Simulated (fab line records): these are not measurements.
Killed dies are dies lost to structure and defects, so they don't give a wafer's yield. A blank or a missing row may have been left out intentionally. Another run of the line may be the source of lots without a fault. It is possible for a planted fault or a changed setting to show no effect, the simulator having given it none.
Which tool is to blame?	flow sky130	6 lots (18 wafers sampled), 1 step of a 708-step route

## WHAT EACH GAUGE READ, for each wafer
SKY_GATE_OXIDE_THK_MEAS_02.
lot	measured	on	GATE_OXIDE_OXIDATION_00_THK (nm)
L451	day 13 14:05	filmMetro-02	10.06 10.06 10.13
L459	day 16 10:01	filmMetro-01	10.41 10.09 10.42
L463	day 17 21:48	filmMetro-01	10.63 10.54 10.64
L464	day 19 09:28	filmMetro-02	10.22 10.17 10.19
L468	day 19 20:41	filmMetro-01	10.32 10.32 10.42
L470	day 20 10:49	filmMetro-04	10.37 10.52 10.44

## WHICH TOOL RAN EACH LOT (tool, then ch and the chambers of the sampled wafers, then the start)
The record holds no process step before these readings.

## THE ANSWER, worked out from the rows above alone
Rule: usual is defined by the lots themselves. Put in order of their means at a reading, lots are off if they are a third of the lots or fewer, leave a main group of 4 or more, and stand apart from it by a gap of 3 or more times the standard deviation of the main group's means; of several such gaps the widest counts. The tables above print the reading to a certain number of digits; a main group whose means all agree to those digits is not used. A lot without any number at a reading at which 4 lots or more have one is off too. Where the step has rows for the other lots, those lots are counted as sound.
Nothing can be told from this: no lot is off at any reading shown.

## WHAT THE SIMULATOR PUT IN
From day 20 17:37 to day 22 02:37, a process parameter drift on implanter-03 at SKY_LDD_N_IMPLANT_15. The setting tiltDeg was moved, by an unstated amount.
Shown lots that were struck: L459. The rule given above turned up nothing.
